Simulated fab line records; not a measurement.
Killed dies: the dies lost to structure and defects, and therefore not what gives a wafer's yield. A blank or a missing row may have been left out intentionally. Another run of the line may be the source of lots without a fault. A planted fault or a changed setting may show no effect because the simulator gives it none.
2 desks looking at one fault / flow sky130 / numbers are kept per desk, each desk with only its own; the story behind them comes last

THE METROLOGY DESK
What the gauges read, lot by lot, whatever tool the lot ran on: means of the sampled wafers that have a number. The brackets show how far a lot's mean lies from the usual mean; more than 4 standard deviations puts the lot out of limits, marked OUT.
Columns: A = INCOMING_BOW at SKY_FIELD_ISO_BOW_MEAS_00, usual -1 um; B = FIELD_ISO_CVD_24_THK at SKY_FIELD_ISO_THK_MEAS_25, usual 593 nm
lot=L959; first seen here=day 1 10:00; A=0; B=591
lot=L961; first seen here=day 1 20:01; A=-5; B=589
lot=L965; first seen here=day 2 16:01; A=3; B=592
lot=L966; first seen here=day 2 21:01; A=1; B=590
lot=L968; first seen here=day 3 07:01; A=-1; B=600
lot=L969; first seen here=day 3 12:02; A=-3; B=595
lot=L970; first seen here=day 3 17:00; A=-1; B=588
lot=L971; first seen here=day 3 22:00; A=-4; B=605
lot=L973; first seen here=day 4 08:01; A=6; B=588
lot=L978; first seen here=day 5 09:02; A=-5; B=599
lot=L979; first seen here=day 5 14:09; A=1; B=598
lot=L980; first seen here=day 5 19:00; A=-6; B=585
lot=L982; first seen here=day 6 05:00; A=-2; B=593
This desk's finding: nothing out of limits on any of the 13 lots.

AT THE TOOL OWNER'S DESK: rie diel-04
The tool's own readings at SKY_FIELD_ISO_ETCH_15 (etches the open film in CHF3/O2, stops on Si, target depth 180 nm, time 72 s): means of the sampled wafers that have a number, for each lot that ran on this tool. The brackets show how far a lot's mean lies from the usual mean; more than 4 standard deviations puts the lot out of limits, marked OUT.
Columns: A = drypump motor current A at SKY_FIELD_ISO_ETCH_15, usual 5.7 A; B = oes product au at SKY_FIELD_ISO_ETCH_15, usual 0.947 a.u.; C = rf fwd power W at SKY_FIELD_ISO_ETCH_15, usual 594.8 W; D = throttle valve pct at SKY_FIELD_ISO_ETCH_15, usual 8.844 %
lot=L961; first seen here=day 2 16:53; A=5.5; B=0.948; C=593.7; D=8.837
lot=L966; first seen here=day 3 16:10; A=5.7; B=0.947; C=591.0; D=8.837
lot=L968; first seen here=day 4 04:53; A=6.0; B=0.952; C=591.7; D=8.851
lot=L969; first seen here=day 4 16:14; A=5.7; B=0.942; C=497.9 (-40) OUT; D=8.843
lot=L971; first seen here=day 4 20:37; A=5.7; B=0.956; C=498.1 (-40) OUT; D=8.845
lot=L973; first seen here=day 5 07:29; A=5.3; B=0.941; C=497.3 (-41) OUT; D=8.855
Finding of this desk: L969, L971, L973 out of limits; the first was L969 at day 4 16:14, on rf fwd power W at SKY_FIELD_ISO_ETCH_15. In limits: L961, L966, L968.

ALL TOGETHER
The tool owner's desk could have raised an alarm at day 4 16:14, on L969, L971, L973.
The metrology desk saw nothing out of limits.
The metrology desk holds a record of L969, L971, L973, inside its limits.
SKY_FIELD_ISO_ETCH_15 was run on rie diel-04 by each of the lots named.

WHAT WAS PUT IN BY THE SIMULATOR
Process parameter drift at SKY_FIELD_ISO_ETCH_15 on rie diel-04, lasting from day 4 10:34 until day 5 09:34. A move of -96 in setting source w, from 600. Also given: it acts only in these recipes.
Lots struck among those shown: L969, L971, L973.
Time in hours from fault onset to the first out-of-limits reading at each desk: the tool owner's desk, 6.
